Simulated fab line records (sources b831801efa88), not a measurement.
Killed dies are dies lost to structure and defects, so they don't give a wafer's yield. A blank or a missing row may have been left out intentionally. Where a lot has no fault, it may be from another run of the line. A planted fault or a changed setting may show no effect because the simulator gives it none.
Which of the tools did it?    flow gf180mcu    6 lots with 17 wafers sampled at 5 steps, on a route of 602 steps

## WHAT THE GAUGES READ, wafer by wafer
GF_PASSIVATION_THK_MEAS_01.
lot   measured      on            PASSIVATION_CVD_00_THK (nm)
L562  day 28 14:40  filmMetro-01  1003 986 1009
L564  day 29 03:49  filmMetro-01  991 997 994
L567  day 30 02:31  filmMetro-02  964 976 996
L569  day 30 14:14  filmMetro-04  985 1020 1008
L572  day 31 20:09  filmMetro-04  997 1021 999
L576  day 32 21:30  filmMetro-04  1497 1009

## TOOL THAT RAN EACH LOT (tool first, then ch and the chambers of the sampled wafers, then the start)
lot   GF_M3_SPUTTER_00             GF_V3_ETCH_17                                 GF_MIM_SPUTTER_00            GF_PASSIVATION_CVD_00
L562  pvdSputter-04, day 20 19:20  rieDiel-02 ch 0,1,2, day 24 22:05 or earlier  pvdSputter-03, day 24 22:05  pecvd-02 ch 0,1,2, day 28 14:35
L564  pvdSputter-03, day 21 12:08  rieDiel-01 ch 2,3, day 25 12:46 or earlier    pvdSputter-04, day 25 12:46  pecvd-04 ch 0,1,2, day 29 03:44
L567  pvdSputter-03, day 22 17:30  rieDiel-02 ch 0,1,2, day 26 15:38 or earlier  pvdSputter-04, day 26 15:38  pecvd-01 ch 0,1, day 30 02:26
L569  pvdSputter-04, day 23 06:41  rieDiel-01 ch 0,1,2, day 27 04:00 or earlier  pvdSputter-04, day 27 04:00  pecvd-01 ch 0,1, day 30 14:10
L572  pvdSputter-03, day 24 15:58  rieDiel-01 ch 2,3, day 28 13:05 or earlier    pvdSputter-03, day 28 13:05  pecvd-02 ch 0,2, day 31 20:04
L576  pvdSputter-03, day 26 03:29  rieDiel-01 ch 0,3, day 29 18:16 or earlier    pvdSputter-04, day 29 18:16  pecvd-02 ch 0,2, day 32 21:26
- GF_M3_SPUTTER_00: material Ti, target thk 37.5 nm, time 150 s.
- GF_V3_ETCH_17: etches SiO2 in C4F8/O2/Ar, stops on TiN, target depth 635 nm.
- GF_MIM_SPUTTER_00: material Ti, target thk 37.5 nm, time 150 s.
- GF_PASSIVATION_CVD_00: deposits SiO2 from TEOS, target thk 1000 nm, time 111.95 s.

## THE ANSWER, worked out from the rows above alone
Rule: what is usual is taken from the lots themselves. The widest of any qualifying gaps counts: lots, ordered by their means at a reading, are off when they make up no more than a third of the lots, leave a main group of 4 or more, and stand apart from it by 3 or more times the standard deviation of that group's means. A main group is skipped when, at the precision printed for the reading in the tables above, its means are all equal. A lot without any number at a reading at which 4 lots or more have one is off too. Any other lot the step has rows for is counted as sound.
Off: L576, at GF_PASSIVATION_THK_MEAS_01 (PASSIVATION_CVD_00_THK). The main group has a mean of 996 nm with a standard deviation of 9.8.
A tool fits if, at a process step before that reading, it ran every lot that is off, and no sound lot after the first of them. Those tools and the gauges at GF_PASSIVATION_THK_MEAS_01 are tried in the same way. With no start given for some of its lots, GF_V3_ETCH_17 uses the hours and lot order of GF_MIM_SPUTTER_00. Can't be told from this: 5 tools fit, pvdSputter-03 at GF_M3_SPUTTER_00, rieDiel-01 at GF_V3_ETCH_17, pvdSputter-04 at GF_MIM_SPUTTER_00, pecvd-02 at GF_PASSIVATION_CVD_00, filmMetro-04 at GF_PASSIVATION_THK_MEAS_01.

## WHAT THE SIMULATOR PUT IN
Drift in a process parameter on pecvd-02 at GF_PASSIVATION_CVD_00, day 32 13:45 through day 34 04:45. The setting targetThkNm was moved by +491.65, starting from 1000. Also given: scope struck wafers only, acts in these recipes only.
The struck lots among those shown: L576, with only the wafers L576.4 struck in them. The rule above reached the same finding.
